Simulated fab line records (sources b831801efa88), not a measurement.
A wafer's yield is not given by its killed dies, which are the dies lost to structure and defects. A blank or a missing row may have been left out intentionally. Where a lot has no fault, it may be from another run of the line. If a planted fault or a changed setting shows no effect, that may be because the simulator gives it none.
Problem report, 8D (eight disciplines) form, completed by code    flow gf180mcu    the parts of the form that need people (team, actions taken, sign-off) are left out

## 1. WHAT IS WRONG
Mean of stripTimeToEndpointS at GF_PASSIVATION_STRIP_12: 34.14 s across 6 wafers in 2 lots; on wafers with no fault it is 32.94 s (standard deviation 0.27). Relative to the usual mean, that is a shift of +4.5 standard deviations.
The step: strips in O2/N2.
The first sign was on wafer L954.1 at day 32 13:55, on plasmaAsher-04. Wafers with a number at this step in the record: 36, from 12 lots. Rule for "out" (also "out of limits"): further than 4 standard deviations from the usual mean. All remaining wafers that have a number are taken as sound.

## 2. WHAT IT IS AND WHAT IT IS NOT
question                     is                      is not
which readings at this step  stripTimeToEndpointS    drypumpMotorCurrentA, heaterPowerW, oesProductAu, platenTempC
which lots                   L954, L955              L943, L944, L945, L946, L947, L950, L952, L962, L963, L965
which wafers of those lots   all that have a number  -
read on which tools          plasmaAsher-04          plasmaAsher-03
when                         from day 32 13:55       up to then (21 sound wafers); but 9 sound wafers of L962, L963, L965 came after

## 3. WHAT RULES OUT EACH SUSPECT
Counting: a tool at any process step up to the reading remains a suspect when it ran all the lots that are out and ran no sound lot after the first of those.
- lithoTrack-02 at GF_PASSIVATION_COAT_06 (resist thk 4000 nm): kept. It ran every lot that is out, first L954 (day 32 05:05), and no sound lot after that; its last sound lot up to then is L952 (day 31 14:23).
- rieDiel-04 at GF_PASSIVATION_ETCH_11 (etches the open film in CF4/O2, stops on TiN, target depth 2040 nm, time 453.3 s): kept. It ran every lot that is out, first L954 (day 32 13:39), and no sound lot after that; its last sound lot up to then is L950 (day 31 11:47).
- plasmaAsher-04 at GF_PASSIVATION_STRIP_12 (strips in O2/N2): kept. It ran every lot that is out, first L954 (day 32 13:55), and no sound lot after that; its last sound lot up to then is L952 (day 31 23:36). Out on those wafers are its own readings of stripTimeToEndpointS.
Still standing after the count: lithoTrack-02 at GF_PASSIVATION_COAT_06, rieDiel-04 at GF_PASSIVATION_ETCH_11, plasmaAsher-04 at GF_PASSIVATION_STRIP_12.

## 4. THE CAUSE (what the simulator had put in)
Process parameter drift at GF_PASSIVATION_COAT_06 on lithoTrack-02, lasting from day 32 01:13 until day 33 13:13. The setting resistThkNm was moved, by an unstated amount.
Of the 3 suspects that counting leaves, this tool is one.

## 5. SEQUENCE OF EFFECTS, ordered by route
Each row: a reading whose mean over the struck wafers that have a number lies more than 3 standard deviations from the usual. Scope: only readings with a usual standard deviation given in the record; hours: median across lots of the time from each lot's start at the first step in this table that gives one to its start at this step; sigmas: change in usual standard deviations.
hours  step                     reading               usual    on struck wafers  change  sigmas
0      GF_PASSIVATION_STRIP_12  stripTimeToEndpointS  32.94 s  34.14             +1.20   +4.5
It contains these process steps:
- GF_PASSIVATION_STRIP_12: strips in O2/N2.

## 6. HOW IT WOULD HAVE BEEN CAUGHT EARLIER
The fault began at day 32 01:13; the first out-of-limits reading in this record came at day 32 13:55, 13 hours later.
Tool readings at GF_PASSIVATION_COAT_06 with a usual standard deviation given in the record: none out on any struck wafer, hence no alarm at a limit of 4 standard deviations on them.
By day 32 13:55 the whole set of lots that are out, 2 in number, had already begun GF_PASSIVATION_COAT_06 on lithoTrack-02. Holding the tool at that point would not have protected any of them.
